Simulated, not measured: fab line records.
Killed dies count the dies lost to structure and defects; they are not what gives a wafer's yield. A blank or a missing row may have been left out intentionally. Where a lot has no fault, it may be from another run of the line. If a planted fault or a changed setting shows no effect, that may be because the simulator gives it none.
A lot that was struck, set against a sound lot :: flow sky130 :: 43 out of 708 route steps
Sound: wafers L531.3, L531.5, L531.6. Struck: wafers L529.1, L529.6. (L529.4 of the same lot was not struck and is left out.) The cause comes at the end.
At each step with rows: each side's tool, then ch and its chambers, then its first start. Under that, the readings that differ: sound wafers :: struck wafers :: difference of the means :: sigmas: that difference in standard deviations of wafers without a fault.
alike: a reading whose means differ by less than 2 such deviations, as well as words and numbers matching on both sides. not compared: withheld readings; readings where some wafer has no value; bounds like >300 that might hide an equal value; numbers whose values overlap and for which the record gives no deviation.
The two part at a step that has a row with sigmas, a row that says differs or no value, or rows on one side only. Numbers that have no deviation but don't overlap get no sigmas and don't part them. Lack of a reading on every wafer of one side parts them only where that side has two or more wafers.

first, 1 step without rows for these wafers: SKY_LI_CONTACT_CMP_02 (polishes PSG).
SKY_LI_CONTACT_BOW_MEAS_03:
  sound on film_metro-01, day 33 09:55; struck on film_metro-03, day 33 07:21
  alike: LI_CONTACT_BOW
then, 8 steps without rows for these wafers: SKY_LI_CONTACT_DEHYDRATE_04 (time 60 s); SKY_LI_CONTACT_HMDS_05 (prime time 60 s); SKY_LI_CONTACT_COAT_06 (resist thk 60 nm); SKY_LI_CONTACT_COAT_07 (resist thk 450 nm); SKY_LI_CONTACT_SOFTBAKE_08 (time 90 s); SKY_LI_CONTACT_EXPOSE_09 (exposes mask LICM1, target cd 170 nm); SKY_LI_CONTACT_PEB_10; SKY_LI_CONTACT_DEVELOP_11 (develop time 60 s).
SKY_LI_CONTACT_CD_MEAS_12: target cd 170 nm.
  sound on cd_sem-02, day 34 12:05; struck on cd_sem-01, day 34 10:11
  alike: cd_nm
SKY_LI_CONTACT_OVL_MEAS_13:
  sound on overlay-02, day 34 12:11; struck on overlay-02, day 34 10:19
  alike: LI_CONTACT_OVL
SKY_LI_CONTACT_ETCH_14: etches BARC in N2/H2, stops on SiO2, time 45.9 s, target depth 60 nm.
  sound on rie_diel-04 ch 0,1, day 34 12:12; struck on rie_diel-03 ch 3, day 34 10:21
  alike: drypump_motor_current_A, oes_product_au, throttle_valve_pct
  not compared: rf_hours_counter_h
SKY_LI_CONTACT_ETCH_15: etches PSG in C4F8/O2/Ar, stops on Si, target depth 600 nm.
  sound on rie_diel-04 ch 0,1, day 34 12:14; struck on rie_diel-03 ch 3, day 34 10:23
  alike: oes_product_au
then, 4 steps without rows for these wafers: SKY_LI_CONTACT_STRIP_16 (strips in O2/N2); SKY_LI_CONTACT_CLEAN_17 (cleans in NMP, time 600 s); SKY_LI_CONTACT_PRE_CLEAN_18 (time 5.6 s); SKY_LI_CONTACT_SPUTTER_19 (material Ti, target thk 20 nm, time 106.37 s).
SKY_LI_CONTACT_SPUTTER_20: material TiN, target thk 20 nm, time 80 s.
  sound on pvd_sputter-01, day 34 12:42; struck on pvd_sputter-02, day 34 10:52
reading: throttle_valve_pct (%)
sound: 31.5 29.0 31.0
struck: 28.2 27.9
difference: -2.5
sigmas: -3
SKY_LI_CONTACT_CVD_21: deposits W, target thk 400 nm, time 120.56 s.
  sound on cvd_w-02 ch 0,1, day 34 12:48; struck on cvd_w-01 ch 1, day 34 10:56
  alike: heater_power_w
SKY_LI_CONTACT_RS_MEAS_22: measurement is done with a four-point probe.
  sound on film_metro-03, day 34 12:56; struck on film_metro-04, day 34 11:03
  alike: LI_CONTACT_W_RS
SKY_LI_CONTACT_THK_MEAS_23: measures by xrf.
  sound on film_metro-03, day 34 13:02; struck on film_metro-04, day 34 11:10
  alike: LI_CONTACT_W_THK
SKY_LI_CONTACT_CMP_24: polishes, stops on PSG, t overpolish 20 s, target thk 0 nm.
  sound on cmp-01 ch 0,2,3, day 34 13:13; struck on cmp-01 ch 0,1, day 34 11:14
  alike: motor_current_A, overpolish_run_s, time_to_endpoint_s
SKY_LOCAL_INTERCONNECT_SPUTTER_00: material TiN, target thk 100 nm, time 83.3 s.
  sound on pvd_sputter-02, day 34 13:22; struck on pvd_sputter-03, day 34 11:32
  alike: throttle_valve_pct
SKY_LOCAL_INTERCONNECT_RS_MEAS_01: measurement is done with a four-point probe.
  sound on film_metro-01, day 34 13:28; struck on film_metro-02, day 34 11:35
  alike: LOCAL_INTERCONNECT_TIN_RS
SKY_LOCAL_INTERCONNECT_THK_MEAS_02: measures by xrf.
  sound on film_metro-01, day 34 13:34; struck on film_metro-02, day 34 11:43
  alike: LOCAL_INTERCONNECT_TIN_THK
then, 8 steps without rows for these wafers: SKY_LOCAL_INTERCONNECT_DEHYDRATE_03 (time 60 s); SKY_LOCAL_INTERCONNECT_HMDS_04 (prime time 60 s); SKY_LOCAL_INTERCONNECT_COAT_05 (resist thk 60 nm); SKY_LOCAL_INTERCONNECT_COAT_06 (resist thk 450 nm); SKY_LOCAL_INTERCONNECT_SOFTBAKE_07 (time 90 s); SKY_LOCAL_INTERCONNECT_EXPOSE_08 (exposes mask LI1M, target cd 170 nm); SKY_LOCAL_INTERCONNECT_PEB_09; SKY_LOCAL_INTERCONNECT_DEVELOP_10 (develop time 60 s).
SKY_LOCAL_INTERCONNECT_CD_MEAS_11: target cd 170 nm.
  sound on cd_sem-01, day 35 16:25; struck on cd_sem-01, day 35 14:49
  alike: cd_nm
SKY_LOCAL_INTERCONNECT_OVL_MEAS_12:
  sound on overlay-02, day 35 16:31; struck on overlay-02, day 35 14:56
  alike: LOCAL_INTERCONNECT_OVL
then, 6 steps without rows for these wafers: SKY_LOCAL_INTERCONNECT_ETCH_13 (etches BARC in N2/H2, stops on SiO2, time 45.9 s, target depth 60 nm); SKY_LOCAL_INTERCONNECT_METAL_ETCH_14 (etches TiN in Cl2/BCl3, stops on PSG, target depth 110 nm, time 32.43 s); SKY_LOCAL_INTERCONNECT_STRIP_15 (strips in O2/N2); SKY_LOCAL_INTERCONNECT_STRIP_16 (strips in post etch residue remover, time 1200 s); SKY_LOCAL_INTERCONNECT_CLEAN_17 (cleans in IPA, time 180 s); SKY_LOCAL_INTERCONNECT_CLEAN_18 (cleans in O3/DIW).
-- the record jumps here: 14 days lie between the struck wafers' starts before and after (it left off in module LOCAL_INTERCONNECT and takes up again in module PAD_OPEN, whose first step shown is number 708 of the route) --
SKY_PAD_OPEN_PROBE_99:
  sound on prober-02, day 49 18:22; struck on prober-01, day 49 17:23
reading: killed_at_contacts
sound: 26 13 19
struck: 60 60
difference: +41
sigmas: +8

reading: killed_dies
sound: 85 86 72
struck: 116 128
difference: +41
sigmas: +4

reading: killed_on_rim
sound: 21 15 10
struck: 25 32
difference: +13
sigmas: +3
  alike: killed_at_M0_to_M3, killed_at_M4_up, killed_at_front_end, killed_at_other, killed_open, killed_short

## WHERE THEY PART
Last at SKY_PAD_OPEN_PROBE_99 as far as this record goes, first at SKY_LI_CONTACT_SPUTTER_20.

WHY: whatever the simulator had introduced
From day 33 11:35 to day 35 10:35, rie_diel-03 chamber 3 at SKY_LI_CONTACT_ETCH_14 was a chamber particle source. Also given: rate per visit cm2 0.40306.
